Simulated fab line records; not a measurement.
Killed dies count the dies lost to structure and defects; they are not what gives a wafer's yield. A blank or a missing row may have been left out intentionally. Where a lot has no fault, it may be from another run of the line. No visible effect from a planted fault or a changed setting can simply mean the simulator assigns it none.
Which of the tools did it? :: flow sky130 :: 39 wafers from 13 lots sampled at 3 of the route's 708 steps

## WHAT THE GAUGES SHOWED, per wafer
SKY_VIA1_RS_MEAS_22: uses a four-point probe to measure. Usual: VIA1_W_RS gives 0.426 ohm/sq (standard deviation 0.0059).
lot: L498
measured: day 35 14:06
on: film-metro-01
VIA1_W_RS (ohm/sq): 0.433 0.427 0.416
flag: 

lot: L499
measured: day 35 15:42
on: film-metro-02
VIA1_W_RS (ohm/sq): 0.436 0.428 0.433
flag: 

lot: L500
measured: day 35 19:25
on: film-metro-02
VIA1_W_RS (ohm/sq): 0.425 0.428 0.432
flag: 

lot: L501
measured: day 35 22:22
on: film-metro-03
VIA1_W_RS (ohm/sq): 0.426 0.428 0.430
flag: 

lot: L502
measured: day 36 09:04
on: film-metro-01
VIA1_W_RS (ohm/sq): 0.424 0.420 0.426
flag: 

lot: L503
measured: day 36 12:57
on: film-metro-01
VIA1_W_RS (ohm/sq): 0.427 0.419 0.419
flag: 

lot: L504
measured: day 37 01:38
on: film-metro-03
VIA1_W_RS (ohm/sq): 0.423 0.421 0.425
flag: 

lot: L505
measured: day 37 07:25
on: film-metro-03
VIA1_W_RS (ohm/sq): 0.426 0.425 0.420
flag: 

lot: L509
measured: day 38 15:55
on: film-metro-03
VIA1_W_RS (ohm/sq): 0.422 0.424 0.429
flag: 

lot: L510
measured: day 38 13:52
on: film-metro-01
VIA1_W_RS (ohm/sq): 0.423 0.422 0.421
flag: 

lot: L514
measured: day 39 15:22
on: film-metro-03
VIA1_W_RS (ohm/sq): 0.421 0.432 0.423
flag: 

lot: L517
measured: day 40 20:54
on: film-metro-03
VIA1_W_RS (ohm/sq): 0.430 0.437 0.433
flag: 

lot: L519
measured: day 41 02:21
on: film-metro-01
VIA1_W_RS (ohm/sq): 0.428 0.427 0.439
flag: 

## TOOL THAT RAN EACH LOT (tool first, then ch and the chambers of the sampled wafers, then the start)
lot: L498
SKY_FIELD_ISO_WET_ETCH_18: wet-bench-01 ch 3, day 2 14:24
SKY_VIA1_SPUTTER_20: pvd-sputter-02, day 35 13:53

lot: L499
SKY_FIELD_ISO_WET_ETCH_18: wet-bench-02 ch 0, day 2 22:10
SKY_VIA1_SPUTTER_20: pvd-sputter-02, day 35 15:33

lot: L500
SKY_FIELD_ISO_WET_ETCH_18: wet-bench-02 ch 3, day 3 08:59
SKY_VIA1_SPUTTER_20: pvd-sputter-04, day 35 19:15

lot: L501
SKY_FIELD_ISO_WET_ETCH_18: wet-bench-01 ch 3, day 3 09:25
SKY_VIA1_SPUTTER_20: pvd-sputter-04, day 35 22:13

lot: L502
SKY_FIELD_ISO_WET_ETCH_18: wet-bench-04 ch 3, day 3 18:59
SKY_VIA1_SPUTTER_20: pvd-sputter-02, day 36 08:54

lot: L503
SKY_FIELD_ISO_WET_ETCH_18: wet-bench-02 ch 2, day 3 19:06
SKY_VIA1_SPUTTER_20: pvd-sputter-04, day 36 12:48

lot: L504
SKY_FIELD_ISO_WET_ETCH_18: wet-bench-04 ch 2, day 4 03:31
SKY_VIA1_SPUTTER_20: pvd-sputter-03, day 37 01:29

lot: L505
SKY_FIELD_ISO_WET_ETCH_18: wet-bench-01 ch 2, day 4 06:23
SKY_VIA1_SPUTTER_20: pvd-sputter-04, day 37 07:09

lot: L509
SKY_FIELD_ISO_WET_ETCH_18: wet-bench-01 ch 1, day 5 01:08
SKY_VIA1_SPUTTER_20: pvd-sputter-02, day 38 15:45

lot: L510
SKY_FIELD_ISO_WET_ETCH_18: wet-bench-01 ch 0, day 5 06:58
SKY_VIA1_SPUTTER_20: pvd-sputter-02, day 38 13:42

lot: L514
SKY_FIELD_ISO_WET_ETCH_18: wet-bench-01 ch 0, day 6 02:23
SKY_VIA1_SPUTTER_20: pvd-sputter-02, day 39 15:12

lot: L517
SKY_FIELD_ISO_WET_ETCH_18: wet-bench-01 ch 0, day 6 21:43
SKY_VIA1_SPUTTER_20: pvd-sputter-02, day 40 20:43

lot: L519
SKY_FIELD_ISO_WET_ETCH_18: wet-bench-04 ch 1, day 7 06:08
SKY_VIA1_SPUTTER_20: pvd-sputter-02, day 41 02:11
- SKY_FIELD_ISO_WET_ETCH_18: etches Si3N4 in H3PO4, target depth 25 nm, time 286 s.
- SKY_VIA1_SPUTTER_20: material TiN, target thk 20 nm, time 80 s.

## AS READ BY THE TOOLS THEMSELVES (means over the sampled wafers that have a number; for cases with no such wafer, the mark the record gives instead)
SKY_FIELD_ISO_WET_ETCH_18. Usual: bath-guard-temp-C 160.3 C, standard deviation 0.41; run-length-s 314 s, standard deviation 3.3.
lot: L498
tool: wet-bench-01
bath-guard-temp-C (C): 160.0
run-length-s (s): 312
flag: 

lot: L499
tool: wet-bench-02
bath-guard-temp-C (C): 160.2
run-length-s (s): 312
flag: 

lot: L500
tool: wet-bench-02
bath-guard-temp-C (C): 160.0
run-length-s (s): 317
flag: 

lot: L501
tool: wet-bench-01
bath-guard-temp-C (C): 160.1
run-length-s (s): 314
flag: 

lot: L502
tool: wet-bench-04
bath-guard-temp-C (C): 160.4
run-length-s (s): 318
flag: 

lot: L503
tool: wet-bench-02
bath-guard-temp-C (C): 160.6
run-length-s (s): 313
flag: 

lot: L504
tool: wet-bench-04
bath-guard-temp-C (C): 160.0
run-length-s (s): 310
flag: 

lot: L505
tool: wet-bench-01
bath-guard-temp-C (C): 160.6
run-length-s (s): 314
flag: 

lot: L509
tool: wet-bench-01
bath-guard-temp-C (C): 160.6
run-length-s (s): 311
flag: 

lot: L510
tool: wet-bench-01
bath-guard-temp-C (C): 160.5
run-length-s (s): 318
flag: 

lot: L514
tool: wet-bench-01
bath-guard-temp-C (C): 160.7
run-length-s (s): 310
flag: 

lot: L517
tool: wet-bench-01
bath-guard-temp-C (C): 160.8
run-length-s (s): 524
flag: OFF

lot: L519
tool: wet-bench-04
bath-guard-temp-C (C): 160.5
run-length-s (s): 311
flag: 

SKY_VIA1_SPUTTER_20. Usual: throttle-valve-pct at 30.6 %, with a standard deviation of 0.99.
lot: L498
tool: pvd-sputter-02
throttle-valve-pct (%): 30.5
flag: 

lot: L499
tool: pvd-sputter-02
throttle-valve-pct (%): 31.6
flag: 

lot: L500
tool: pvd-sputter-04
throttle-valve-pct (%): 30.2
flag: 

lot: L501
tool: pvd-sputter-04
throttle-valve-pct (%): 30.1
flag: 

lot: L502
tool: pvd-sputter-02
throttle-valve-pct (%): 31.5
flag: 

lot: L503
tool: pvd-sputter-04
throttle-valve-pct (%): 30.3
flag: 

lot: L504
tool: pvd-sputter-03
throttle-valve-pct (%): 30.4
flag: 

lot: L505
tool: pvd-sputter-04
throttle-valve-pct (%): 30.4
flag: 

lot: L509
tool: pvd-sputter-02
throttle-valve-pct (%): 31.6
flag: 

lot: L510
tool: pvd-sputter-02
throttle-valve-pct (%): 31.0
flag: 

lot: L514
tool: pvd-sputter-02
throttle-valve-pct (%): 31.6
flag: 

lot: L517
tool: pvd-sputter-02
throttle-valve-pct (%): 32.0
flag: 

lot: L519
tool: pvd-sputter-02
throttle-valve-pct (%): 30.8
flag: 

## THE ANSWER, worked out from the rows above alone
Rule: a lot counts as off when the mean over its wafers that have a number is more than 3 standard deviations away from the usual mean. A lot without any number at a reading at which 4 lots or more have one is off too. Where the step has rows for the other lots, those lots are counted as sound. The gauges are gone through in route order, then the tools' own readings, and for those a lot's mean is taken as printed above. The first step at which some lot is off is used, and at that step the reading that is off furthest; a lot without a number counts as furthest.
Off, at SKY_FIELD_ISO_WET_ETCH_18 on run-length-s: L517.
If a tool, at that step or one of the process steps before it, ran each lot that is off and ran no sound lot following the first of them, it fits. One fits: SKY_FIELD_ISO_WET_ETCH_18 on wet-bench-01. Its last sound lot is L514 (day 6 02:23), its first lot that is off L517 (day 6 21:43): a fault that began between those two fits.
The tool's own readings at SKY_FIELD_ISO_WET_ETCH_18 bear it out: on the lots that are off they differ by more than 5 times the standard deviation of the sound lots' means. run-length-s reads 524 s there against 313 s on the sound lots.

## WHAT WAS PUT IN BY THE SIMULATOR
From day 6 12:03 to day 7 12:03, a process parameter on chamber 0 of wet-bench-01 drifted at SKY_FIELD_ISO_WET_ETCH_18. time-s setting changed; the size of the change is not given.
Lots struck among those shown: L517. The rule above reached the same finding.
